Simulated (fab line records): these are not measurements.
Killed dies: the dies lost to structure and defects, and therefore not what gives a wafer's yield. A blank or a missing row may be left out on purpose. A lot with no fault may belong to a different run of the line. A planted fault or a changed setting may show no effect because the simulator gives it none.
Which of the tools did it? || flow gf180mcu || 6 lots with 17 wafers sampled at 4 steps, on a route of 602 steps

## WHAT EACH GAUGE READ, for each wafer
GF_PSD_RS_MEAS_14: the measuring method here is four-point-probe.
{"lot": "L798", "measured": "day 15 06:06", "on": "film_metro-04", "NSD_RS (ohm/sq)": "46.15 46.05 46.12"}
{"lot": "L800", "measured": "day 15 14:06", "on": "film_metro-04", "NSD_RS (ohm/sq)": "46.14 47.61 46.27"}
{"lot": "L804", "measured": "day 16 17:14", "on": "film_metro-02", "NSD_RS (ohm/sq)": "47.70 46.20"}
{"lot": "L813", "measured": "day 19 21:08", "on": "film_metro-02", "NSD_RS (ohm/sq)": "46.00 46.19 46.18"}
{"lot": "L816", "measured": "day 21 00:46", "on": "film_metro-02", "NSD_RS (ohm/sq)": "46.05 46.21 46.03"}
{"lot": "L819", "measured": "day 21 21:48", "on": "film_metro-01", "NSD_RS (ohm/sq)": "46.27 46.28 46.28"}

## WHICH TOOL RAN EACH LOT (tool, then ch and the chambers of the sampled wafers, then the start)
{"lot": "L798", "GF_HV_LDD_STRIP_49": "plasma_asher-01 ch 0,1, day 13 08:01", "GF_HV_LDD_RTA_52": "rtp_anneal-01 ch 0, day 13 08:14", "GF_PSD_RTA_13": "rtp_anneal-01 ch 0, day 15 06:01"}
{"lot": "L800", "GF_HV_LDD_STRIP_49": "plasma_asher-03 ch 0,1, day 13 16:05", "GF_HV_LDD_RTA_52": "rtp_anneal-02 ch 0, day 13 16:17", "GF_PSD_RTA_13": "rtp_anneal-01 ch 0, day 15 14:01"}
{"lot": "L804", "GF_HV_LDD_STRIP_49": "plasma_asher-01 ch 0,1, day 14 17:44", "GF_HV_LDD_RTA_52": "rtp_anneal-01 ch 0, day 14 17:56", "GF_PSD_RTA_13": "rtp_anneal-01 ch 0, day 16 17:09"}
{"lot": "L813", "GF_HV_LDD_STRIP_49": "plasma_asher-03 ch 0,1, day 17 16:54", "GF_HV_LDD_RTA_52": "rtp_anneal-02 ch 0, day 17 17:07", "GF_PSD_RTA_13": "rtp_anneal-01 ch 0, day 19 21:03"}
{"lot": "L816", "GF_HV_LDD_STRIP_49": "plasma_asher-03 ch 0,1, day 18 20:19", "GF_HV_LDD_RTA_52": "rtp_anneal-01 ch 0, day 18 20:31", "GF_PSD_RTA_13": "rtp_anneal-01 ch 0, day 21 00:41"}
{"lot": "L819", "GF_HV_LDD_STRIP_49": "plasma_asher-02 ch 0,1, day 19 17:12", "GF_HV_LDD_RTA_52": "rtp_anneal-01 ch 0, day 19 17:25", "GF_PSD_RTA_13": "rtp_anneal-01 ch 0, day 21 21:43"}
- GF_HV_LDD_STRIP_49: strips in O2/N2.
- GF_HV_LDD_RTA_52: time 10 s.
- GF_PSD_RTA_13: time 20 s.

## THE ANSWER, worked out from the rows above alone
Rule: the lots themselves supply what counts as usual. Put in order of their means at a reading, lots are off if they are a third of the lots or fewer, leave a main group of 4 or more, and stand apart from it by a gap of 3 or more times the standard deviation of the main group's means; of several such gaps the widest counts. The tables above print the reading to a certain number of digits; a main group whose means all agree to those digits is not used. A lot without any number at a reading at which 4 lots or more have one is off too. The other lots that the step has rows for count as sound.
Off: at GF_PSD_RS_MEAS_14 (NSD_RS), L800, L804. The main group: mean 46.15 ohm/sq, standard deviation 0.073.
A tool fits if, at a process step before that reading, it ran every lot that is off, and no sound lot after the first of them. Those tools and the gauges at GF_PSD_RS_MEAS_14 are tried in the same way. No candidate that was tried fits.

## WHAT THE SIMULATOR HAD INSERTED
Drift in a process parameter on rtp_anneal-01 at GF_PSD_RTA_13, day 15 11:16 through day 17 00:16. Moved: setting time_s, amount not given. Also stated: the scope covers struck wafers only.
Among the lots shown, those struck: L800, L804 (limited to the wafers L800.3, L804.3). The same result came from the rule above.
